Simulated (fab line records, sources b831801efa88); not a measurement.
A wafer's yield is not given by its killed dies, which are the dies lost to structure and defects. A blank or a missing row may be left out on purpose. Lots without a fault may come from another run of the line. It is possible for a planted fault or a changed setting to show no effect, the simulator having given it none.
Matching of chambers	flow sky130	cmp-02 running SKY_LI_CONTACT_CMP_02: 4 sister chambers
The step polishes PSG. 16 wafers are shown with their chamber, then 8 later ones without.

## WAFERS, EACH WITH ITS CHAMBER
wafer	chamber	motor_current_A (A)	time_to_endpoint_s (s)
L232.1	2	12.9	29.0
L232.3	1	11.0	37.7
L232.5	1	12.0	35.6
L233.2	1	11.2	34.9
L233.3	2	13.3	29.7
L233.5	0	10.9	31.4
L234.2	1	11.6	36.3
L234.5	1	12.1	39.6
L234.6	0	10.8	31.2
L246.1	2	13.1	31.9
L246.2	0	11.1	34.4
L246.6	0	11.2	33.1
L250.2	3	15.5	37.8
L250.3	0	11.0	32.4
L250.6	0	11.7	29.8
L249.3	0	11.1	29.9

SIGNATURES (averages over the wafers above)
reading	chamber 0	chamber 1	chamber 2	chamber 3	scatter within a chamber
motor_current_A	11.114	11.580	13.100	15.500	0.356
time_to_endpoint_s	31.743	36.820	30.200	37.800	1.72
Rule: a wafer's distance from a chamber is the root of the sum, over the readings, of the square of ((its reading less the chamber's mean) divided by the reading's scatter). If the next closest chamber is less than 2 further off than the closest, the wafer can't be placed; otherwise it belongs to the closest. How the scatter is found: for the shown wafers, subtract from each reading the mean of its chamber, square and add these, divide the total by (wafers less chambers), then take the root.

## WAFERS MISSING THEIR CHAMBER
wafer	motor_current_A (A)	time_to_endpoint_s (s)
L249.4	14.7	32.5
L249.6	12.5	30.8
L254.1	14.1	30.2
L254.3	11.1	36.6
L254.4	15.2	35.4
L255.2	10.4	27.3
L255.4	15.6	35.7
L255.5	13.3	29.7

## WHICH CHAMBER EACH WENT THROUGH
wafer	from the rows above	in truth
L249.4	can't be placed: 3 or 2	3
L249.6	2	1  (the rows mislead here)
L254.1	2	2
L254.3	can't be placed: 1 or 0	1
L254.4	3	3
L255.2	0	0
L255.4	3	3
L255.5	2	2
Correctly placed: 5 of 8. These rows do not allow placing 2 (true chamber among the candidates in 2). 1 placed wrongly.
